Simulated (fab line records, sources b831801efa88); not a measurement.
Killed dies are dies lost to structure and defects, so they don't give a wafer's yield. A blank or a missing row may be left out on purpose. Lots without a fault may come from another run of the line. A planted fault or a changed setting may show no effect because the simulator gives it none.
fab line records | flow sky130
record lots=12 wafers=36 last_day=50
route steps=708 shown LDD_N@248 SD_N@353 LOCAL_INTERCONNECT@398 VIA1@473 PAD_OPEN@708
lots that met no fault: from a run of the same line without faults
start_h: hours from the record's first day to the start of the lot's first wafer shown | wait_h: hours since the lot's step before | " the same as in the row above | L1.1+2: a row that stands for several wafers | - no value, or no start given | * or withheld: withheld | < > ~ a bound
route shown NAME@n: a module of which the file shows steps, and the number in the route of the first | usual: mean/standard deviation of fault-free wafers | same: alike in all rows | chamber/n: place in a boat | sites: the reading at each site | _std_site: their standard deviation | _edge_site: outer sites' mean less inner sites' | radius_mm: how far each site lies from the wafer's centre | mask NAME#n: copy n | behind: the tool/chamber that last shaped the wafer | hold: why the lot was held/for how many hours/how that ended | device: the transistor (n, p or np) that didn't switch | end of line: the same wafers' tests at the end of the route | a step without rows: its recipe alone | killed: dies lost to structure and defects at the first sort, not the wafer's yield | map: a wafer's dies, x killed, . not, _ none there
set.NAME: the setting as run; set.NAME@STEP: as run at that earlier step | model.NAME: the simulator's own value behind a step, which no gauge read
steps of the route over a sample of lots; a table a step, a row a wafer
services: from which hour (start_h, from the record's first day; less than 0 if before it) a tool's chamber was out of use, for how many hours, and why
## steps
# step SKY_LDD_N_IMPLANT_11
# recipe species=As energy_kev=20 dose_cm2=7.5e+13 tilt_deg=withheld rotation_deg=293
# usual dose_ions_cm2=7.5e+13/6.6e+10 faraday_current_uA=423/7.9 rotation_deg=293.01/0.038
# columns lot.wafer tool chamber start_h wait_h dose_ions_cm2 faraday_current_uA rotation_deg
L539.2 implanter-03 0 397.97 0.1 7.488e+13 423 293.10
L539.3 " 0 " " 7.499e+13 423 293.00
L539.4 " 0 " " 7.497e+13 414 293.02
L542.1 implanter-04 0 415.96 0.1 7.494e+13 423 292.99
L542.4 " 0 " " 7.495e+13 411 292.96
L542.6 " 0 " " 7.496e+13 415 293.01
L541.2 implanter-04 0 417.18 0.1 7.497e+13 423 292.94
L541.5 " 0 " " 7.504e+13 420 292.98
L541.6 " 0 " " 7.496e+13 416 292.96
L545.1 implanter-04 0 452.09 0.1 6.679e+13 377 293.01
L545.3 " 0 " " 6.676e+13 371 292.97
L545.4 " 0 " " 6.675e+13 375 292.99
L547.2 implanter-03 0 466.66 0.1 7.485e+13 429 292.98
L547.4 " 0 " " 7.501e+13 425 293.02
L547.6 " 0 " " 7.486e+13 434 292.98
L546.2 implanter-04 0 466.96 0.1 6.684e+13 366 293.03
L546.3 " 0 " " 6.682e+13 379 293.02
L546.4 " 0 " " 6.684e+13 381 293.01
L554.2 implanter-04 0 537.18 0.1 7.507e+13 402 293.02
L554.4 " 0 " " 7.491e+13 423 293.00
L554.5 " 0 " " 7.492e+13 410 292.99
L555.1 implanter-02 0 550.34 0.1 7.501e+13 423 292.97
L555.2 " 0 " " 7.491e+13 426 293.06
L555.6 " 0 " " 7.496e+13 427 293.00
L558.1 implanter-04 0 567.21 0.1 7.5e+13 422 292.95
L558.3 " 0 " " 7.499e+13 416 293.04
L558.6 " 0 " " 7.505e+13 417 293.05
L559.1 implanter-04 0 584.66 0.1 7.508e+13 422 293.05
L559.5 " 0 " " 7.491e+13 427 293.01
L559.6 " 0 " " 7.506e+13 419 293.02
L561.3 implanter-04 0 597.24 0.1 7.493e+13 418 293.04
L561.4 " 0 " " 7.5e+13 428 293.04
L561.6 " 0 " " 7.505e+13 431 292.98
L562.2 implanter-04 0 604.01 0.1 7.498e+13 426 293.02
L562.3 " 0 " " 7.485e+13 412 293.00
L562.5 " 0 " " 7.489e+13 418 293.02
# step SKY_SD_N_STRIP_11
# recipe chemistry=O2/N2 power_w=1400 pressure_mtorr=1500 platen_temp_c=withheld o2_flow_sccm=3000 n2_flow_sccm=300 overash_fraction=0.5
# usual chamber_pressure_mTorr=1500.0/1.4 drypump_motor_current_A=5.5/0.51 oes_product_au=0.528/0.0043 strip_time_to_endpoint_s=22.55/0.039
# columns lot.wafer tool chamber start_h wait_h chamber_pressure_mTorr drypump_motor_current_A oes_product_au rf_hours_counter_h strip_time_to_endpoint_s
L539.2 plasma_asher-02 0 649.31 0.1 1500.3 5.3 0.533 53 22.62
L539.3 " 1 " " 1499.6 5.4 0.525 - 22.59
L539.4 " 0 " " 1497.8 5.3 0.538 - 22.63
L542.1 plasma_asher-02 1 660.77 0.1 1497.4 5.4 0.526 54 22.53
L542.4 " 1 " " 1501.3 5.4 0.530 - 22.53
L542.6 " 0 " " 1502.0 5.3 0.524 - 22.53
L541.2 plasma_asher-04 0 665.06 0.1 1499.9 5.9 0.531 24 22.56
L541.5 " 1 " " 1499.6 6.0 0.522 - 22.50
L541.6 " 0 " " 1499.8 5.9 0.534 - 22.51
L545.1 plasma_asher-01 1 691.96 0.1 1501.2 6.2 0.529 100 22.60
L545.3 " 1 " " 1499.6 6.2 0.534 - 22.62
L545.4 " 0 " " 1501.5 4.8 0.535 - 22.63
L546.2 plasma_asher-02 0 707.16 0.1 1498.1 5.3 0.528 59 22.56
L546.3 " 0 " " 1497.6 5.3 0.526 - 22.60
L546.4 " 1 " " 1498.5 5.4 0.527 - 22.63
L547.2 plasma_asher-01 0 707.37 0.1 1501.2 4.8 0.526 102 22.57
L547.4 " 0 " " 1500.6 4.8 0.523 - 22.57
L547.6 " 0 " " 1499.8 4.8 0.529 - 22.51
L554.2 plasma_asher-01 1 762.73 0.1 1497.9 6.2 0.532 2 22.50
L554.4 " 1 " " 1498.5 6.2 0.532 - 22.54
L554.5 " 1 " " 1501.3 6.2 0.523 - 22.53
L555.1 plasma_asher-02 0 774.41 0.1 1500.2 5.3 0.530 66 22.56
L555.2 " 1 " " 1499.5 5.3 0.525 66 22.53
L555.6 " 1 " " 1497.1 5.4 0.528 - 22.58
L558.1 plasma_asher-01 1 789.41 0.1 1500.5 6.2 0.525 5 22.58
L558.3 " 1 " " 1502.0 6.2 0.528 - 22.59
L558.6 " 0 " " 1499.2 4.8 0.527 - 22.54
L559.1 plasma_asher-02 1 805.61 0.2 1499.9 5.4 0.523 69 22.51
L559.5 " 0 " " 1499.6 5.3 0.534 - 22.51
L559.6 " 1 " " 1499.0 5.4 0.531 - 22.51
L561.3 plasma_asher-01 1 817.09 0.1 1501.6 6.2 0.532 - 22.59
L561.4 " 0 " " 1501.1 4.8 0.526 - 22.58
L561.6 " 1 " " 1502.3 6.2 0.526 - 22.53
L562.2 plasma_asher-02 1 828.71 0.1 1502.4 5.4 0.530 71 22.52
L562.3 " 1 " " 1501.1 5.4 0.525 - 22.56
L562.5 " 0 " " 1498.0 5.4 0.528 - 22.56
# step SKY_LOCAL_INTERCONNECT_CD_MEAS_11
# recipe target_cd_nm=170
# usual cd_nm=170.4/1.4
# columns lot.wafer tool chamber start_h wait_h cd_nm
L539.2 cd_sem-02 - 704.82 - 172.3
L539.3 " - " " 170.7
L539.4 " - " " 169.5
L542.1 cd_sem-02 - 716.74 - 170.6
L542.4 " - " " 171.6
L542.6 " - " " 171.7
L541.2 cd_sem-02 - 721.87 - 170.4
L541.5 " - " " 170.5
L541.6 " - " " 172.3
L545.1 cd_sem-01 - 746.79 - 170.6
L545.3 " - " " 170.6
L545.4 " - " " 169.9
L546.2 cd_sem-02 - 762.42 - 169.4
L546.3 " - " " 170.9
L546.4 " - " " 169.7
L547.2 cd_sem-02 - 762.94 - 169.6
L547.4 " - " " 168.4
L547.6 " - " " 167.9
L554.2 cd_sem-02 - 818.42 - 172.0
L554.4 " - " " 171.4
L554.5 " - " " 172.6
L555.1 cd_sem-02 - 830.42 - 169.0
L555.2 " - " " 170.0
L555.6 " - " " 169.5
L558.1 cd_sem-02 - 845.75 - 170.0
L558.3 " - " " 170.6
L558.6 " - " " 172.4
L559.1 cd_sem-01 - 862.39 - 172.4
L559.5 " - " " 173.1
L559.6 " - " " 171.7
L561.3 cd_sem-01 - 872.76 - 170.3
L561.4 " - " " 171.6
L561.6 " - " " 171.5
L562.2 cd_sem-02 - 885.58 - 170.0
L562.3 " - " " 168.2
L562.5 " - " " 168.2
# step SKY_VIA1_ETCH_15
# recipe target=SiO2 chemistry=C4F8/O2/Ar target_depth_nm=351 stop_on=TiN mask_material=KrF-thick source_w=1500 bias_w=1200 pressure_mtorr=40 c4f8_flow_sccm=withheld O2_flow_sccm=6 Ar_flow_sccm=300 time_s=54
# usual chamber_pressure_mTorr=40.00/0.038 oes_product_au=0.981/0.0057
# columns lot.wafer tool chamber start_h wait_h chamber_pressure_mTorr oes_product_au rf_hours_counter_h
L539.2 rie_diel-02 1 786.65 0.0 40.06 0.977 3
L539.3 " 2 " " 40.01 0.976 23
L539.4 " 3 " " 39.98 0.973 8
L542.1 rie_diel-02 0 800.02 0.0 39.99 0.981 2
L542.4 " 1 " " 39.98 0.982 3
L542.6 " 3 " " 39.97 0.976 -
L541.2 rie_diel-04 1 806.40 0.0 39.96 0.982 9
L541.5 " 3 " " 39.99 0.980 -
L541.6 " 0 " " 40.00 0.975 -
L545.1 rie_diel-02 3 831.84 0.0 40.01 0.986 10
L545.3 " 2 " " 40.02 0.975 24
L545.4 " 1 " " 40.03 0.976 4
L546.2 rie_diel-02 3 846.42 0.0 39.98 0.988 10
L546.3 " 1 " " 40.03 0.984 4
L546.4 " 0 " " 40.02 0.979 4
L547.2 rie_diel-01 2 848.40 0.0 40.06 0.982 2
L547.4 " 0 " " 39.99 0.988 10
L547.6 " 2 " " 39.96 0.984 -
L554.2 rie_diel-04 1 903.75 0.0 39.93 0.979 12
L554.4 " 3 " " 40.02 0.986 16
L554.5 " 0 " " 39.92 0.987 -
L555.1 rie_diel-01 3 915.50 0.0 40.09 0.989 7
L555.2 " 2 " " 40.00 0.984 4
L555.6 " 1 " " 40.01 0.979 -
L558.1 rie_diel-04 1 930.04 0.0 40.01 0.985 13
L558.3 " 3 " " 39.97 0.975 17
L558.6 " 1 " " 40.06 0.978 -
L559.1 rie_diel-01 0 946.86 0.0 40.03 0.975 13
L559.5 " 0 " " 40.05 0.991 -
L559.6 " 2 " " 40.04 0.983 -
L561.3 rie_diel-01 1 954.35 0.0 39.94 0.978 4
L561.4 " 2 " " 39.97 0.972 5
L561.6 " 0 " " 40.03 0.970 -
L562.2 rie_diel-02 1 966.20 0.0 39.99 0.978 8
L562.3 " 3 " " 39.98 0.982 14
L562.5 " 0 " " 39.95 0.981 -
# step SKY_PAD_OPEN_PROBE_99
# usual killed_at_M0_to_M3=43/7 killed_at_M4_up=3.5/1.9 killed_at_contacts=24/5.3 killed_at_front_end=15/4.4 killed_at_other=0.3/0.69 killed_dies=87/9.7 killed_open=48/7 killed_short=39/6.4
# same gross_dies=492 killed_at_back_side=0
# columns lot.wafer tool chamber start_h wait_h killed_at_M0_to_M3 killed_at_M4_up killed_at_contacts killed_at_front_end killed_at_other killed_dies killed_open killed_short
L542.1 prober-01 - 1082.62 0.1 35 7 28 11 0 81 50 30
L542.4 prober-01 - 1082.77 0.2 38 1 23 16 1 79 51 27
L542.6 prober-01 - 1082.87 0.2 30 2 27 13 2 74 38 35
L541.2 prober-01 - 1088.01 0.1 53 5 26 12 0 96 51 45
L541.5 prober-01 - 1088.16 0.2 63 2 20 19 0 104 47 55
L541.6 prober-01 - 1088.21 0.2 39 4 43 9 0 95 53 42
L547.2 prober-02 - 1121.35 0.1 44 3 20 17 1 85 47 38
L547.4 prober-02 - 1121.45 0.2 34 3 19 11 0 67 41 26
L547.6 prober-02 - 1121.55 0.2 46 3 29 12 0 90 44 46
L554.2 prober-02 - 1159.28 0.1 51 2 27 16 0 96 52 44
L554.4 prober-02 - 1159.38 0.2 47 5 25 18 0 95 54 41
L554.5 prober-02 - 1159.43 0.2 40 2 28 20 0 90 44 45
L555.1 prober-01 - 1164.07 0.1 45 3 25 14 0 87 45 42
L555.2 prober-01 - 1164.12 0.1 43 4 23 17 1 88 38 49
L555.6 prober-01 - 1164.32 0.2 44 4 18 18 0 84 44 40
L559.1 prober-01 - 1188.77 0.1 40 4 19 12 0 75 44 30
L559.5 prober-01 - 1188.97 0.2 40 3 27 18 0 88 51 37
L559.6 prober-01 - 1189.02 0.2 44 1 33 14 0 92 59 33
# killed by level:class
L542.1 CONTACT:geometric_particle:open=13 VIA3:geometric_particle:open=8 VIA1:geometric_particle:open=8 VIA2:geometric_particle:open=6 CONTACT:geometric_particle:short=5 LI_CONTACT:geometric_particle:open=5 VIA1:geometric_particle:short=5 LI_CONTACT:geometric_particle:short=4
L542.4 VIA1:geometric_particle:open=13 CONTACT:geometric_particle:open=10 LI_CONTACT:geometric_particle:open=8 VIA2:geometric_particle:open=7 METAL1:geometric_particle:short=4 METAL2:geometric_particle:short=4 FIELD_ISO:geometric_particle:open=3 POLY_GATE:geometric_particle:open=3
L542.6 CONTACT:geometric_particle:open=14 METAL1:geometric_particle:short=7 VIA1:geometric_particle:open=6 CONTACT:geometric_particle:short=5 METAL2:geometric_particle:short=5 LI_CONTACT:geometric_particle:open=4 METAL3:geometric_particle:short=4 SPACER:geometric_particle:open=3
L541.2 VIA1:geometric_particle:open=12 CONTACT:geometric_particle:open=9 VIA2:geometric_particle:open=9 VIA1:geometric_particle:short=8 CONTACT:geometric_particle:short=7 METAL1:geometric_particle:short=7 LI_CONTACT:geometric_particle:open=5 VIA3:geometric_particle:short=5
L541.5 FIELD_ISO:geometric_particle:short=10 VIA1:geometric_particle:open=10 METAL2:geometric_particle:short=10 CONTACT:geometric_particle:open=9 VIA3:geometric_particle:open=8 METAL1:geometric_particle:short=7 METAL3:geometric_particle:short=7 VIA1:geometric_particle:short=6
L541.6 CONTACT:geometric_particle:open=18 VIA1:geometric_particle:open=8 CONTACT:geometric_particle:short=8 LI_CONTACT:geometric_particle:open=8 LOCAL_INTERCONNECT:geometric_particle:short=7 METAL1:geometric_particle:short=6 VIA3:geometric_particle:open=6 VIA1:geometric_particle:short=6
L547.2 VIA3:geometric_particle:open=10 METAL1:geometric_particle:short=9 CONTACT:geometric_particle:open=7 VIA1:geometric_particle:open=7 VIA1:geometric_particle:short=7 VIA2:geometric_particle:open=6 POLY_GATE:geometric_particle:short=5 LI_CONTACT:geometric_particle:open=5
L547.4 VIA1:geometric_particle:open=9 CONTACT:geometric_particle:open=7 VIA3:geometric_particle:open=7 CONTACT:geometric_particle:short=6 POLY_GATE:geometric_particle:short=4 LI_CONTACT:geometric_particle:open=4 METAL2:geometric_particle:short=4 VIA2:geometric_particle:open=4
L547.6 CONTACT:geometric_particle:open=13 VIA3:geometric_particle:open=9 VIA1:geometric_particle:open=8 CONTACT:geometric_particle:short=7 METAL1:geometric_particle:short=6 METAL2:geometric_particle:short=5 FIELD_ISO:geometric_particle:short=4 LI_CONTACT:geometric_particle:open=4
L554.2 VIA1:geometric_particle:open=12 CONTACT:geometric_particle:open=10 VIA2:geometric_particle:open=9 CONTACT:geometric_particle:short=7 METAL1:geometric_particle:short=7 FIELD_ISO:geometric_particle:open=6 LI_CONTACT:geometric_particle:open=5 FIELD_ISO:geometric_particle:short=4
L554.4 VIA2:geometric_particle:open=12 CONTACT:geometric_particle:open=9 VIA1:geometric_particle:open=9 FIELD_ISO:geometric_particle:open=7 METAL1:geometric_particle:short=7 LI_CONTACT:geometric_particle:open=7 METAL2:geometric_particle:short=5 LOCAL_INTERCONNECT:geometric_particle:short=5
L554.5 VIA1:geometric_particle:open=12 CONTACT:geometric_particle:open=7 FIELD_ISO:geometric_particle:short=6 FIELD_ISO:geometric_particle:open=6 LI_CONTACT:geometric_particle:open=6 LOCAL_INTERCONNECT:geometric_particle:short=6 METAL2:geometric_particle:short=6 LI_CONTACT:geometric_particle:short=5
L555.1 VIA1:geometric_particle:open=12 CONTACT:geometric_particle:open=11 METAL2:geometric_particle:short=10 LI_CONTACT:geometric_particle:open=6 FIELD_ISO:geometric_particle:open=5 METAL3:geometric_particle:short=5 VIA1:geometric_particle:short=5 CONTACT:geometric_particle:short=4
L555.2 VIA2:geometric_particle:open=10 LOCAL_INTERCONNECT:geometric_particle:short=7 METAL2:geometric_particle:short=7 CONTACT:geometric_particle:open=6 VIA3:geometric_particle:open=6 VIA1:geometric_particle:open=5 CONTACT:geometric_particle:short=5 POLY_GATE:geometric_particle:open=4
L555.6 CONTACT:geometric_particle:open=8 METAL2:geometric_particle:short=8 FIELD_ISO:geometric_particle:open=7 METAL1:geometric_particle:short=7 VIA1:geometric_particle:open=6 VIA2:geometric_particle:open=5 CONTACT:geometric_particle:short=5 METAL3:geometric_particle:short=5
L559.1 VIA3:geometric_particle:open=10 LI_CONTACT:geometric_particle:open=7 VIA2:geometric_particle:open=7 VIA1:geometric_particle:open=5 FIELD_ISO:geometric_particle:open=4 VIA2:geometric_particle:short=4 METAL1:geometric_particle:short=4 CONTACT:geometric_particle:open=4
L559.5 VIA1:geometric_particle:open=12 CONTACT:geometric_particle:short=8 POLY_GATE:geometric_particle:open=7 CONTACT:geometric_particle:open=7 LI_CONTACT:geometric_particle:open=6 VIA3:geometric_particle:open=6 METAL2:geometric_particle:short=5 FIELD_ISO:geometric_particle:short=4
L559.6 CONTACT:geometric_particle:open=16 VIA1:geometric_particle:open=13 LI_CONTACT:geometric_particle:open=10 METAL2:geometric_particle:short=6 VIA3:geometric_particle:open=6 POLY_GATE:geometric_particle:short=5 METAL1:geometric_particle:short=5 VIA2:geometric_particle:open=5
## services
# columns tool chamber start_h hours kind
rie_diel-02 3 387.21 3.0 repair
rie_diel-02 1 398.70 7.8 repair
plasma_asher-01 - 463.48 1.9 repair
rie_diel-02 1 464.60 3.3 repair
rie_diel-02 3 471.14 5.7 repair
rie_diel-02 2 510.63 2.7 repair
rie_diel-02 0 513.14 5.7 repair
plasma_asher-01 - 515.63 0.7 repair
plasma_asher-01 - 536.44 0.5 repair
plasma_asher-02 - 549.55 1.1 repair
implanter-04 - 575.97 1.9 repair
rie_diel-02 0 580.50 19.8 repair
implanter-04 - 593.32 3.0 repair
plasma_asher-01 - 598.70 3.7 repair
plasma_asher-02 - 623.57 4.3 repair
plasma_asher-01 - 638.17 2.9 repair
implanter-04 - 653.44 3.2 repair
implanter-04 - 675.37 7.0 pm
implanter-04 - 706.73 15.4 repair
implanter-04 - 739.27 2.4 repair
plasma_asher-02 - 742.75 2.8 pm
implanter-04 - 787.57 5.0 repair
implanter-04 - 847.97 4.9 repair
implanter-04 - 882.76 4.8 repair
## key
first_sign step=SKY_LDD_N_IMPLANT_11 reading=dose_ions_cm2 direction=down sigmas=99+ usual=* struck=*
effect step=SKY_LDD_N_IMPLANT_11 reading=faraday_current_uA direction=down sigmas=6.1 usual=423 struck=375
met_at SKY_LDD_N_IMPLANT_11
struck_lots L545,L546
tester_left_out L545,L546
not_acting_at SKY_SD_N_STRIP_11,SKY_LOCAL_INTERCONNECT_CD_MEAS_11,SKY_VIA1_ETCH_15
onset_between 417.18 452.09
fault kind=process_parameter_drift tool=implanter-04 chamber=- onset_h=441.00 steps=SKY_LDD_N_IMPLANT_11 channel=dose_cm2 offset=* shape=step end_h=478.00 acts_in=* stated=*
# tester_left_out: of these lots the tester's yield and bins aren't shown, on N5 and GAA mostly nor the transistor test; their killed dies are dies lost to structure and defects alone, not to doping, threshold or leakage, so they don't give the yield
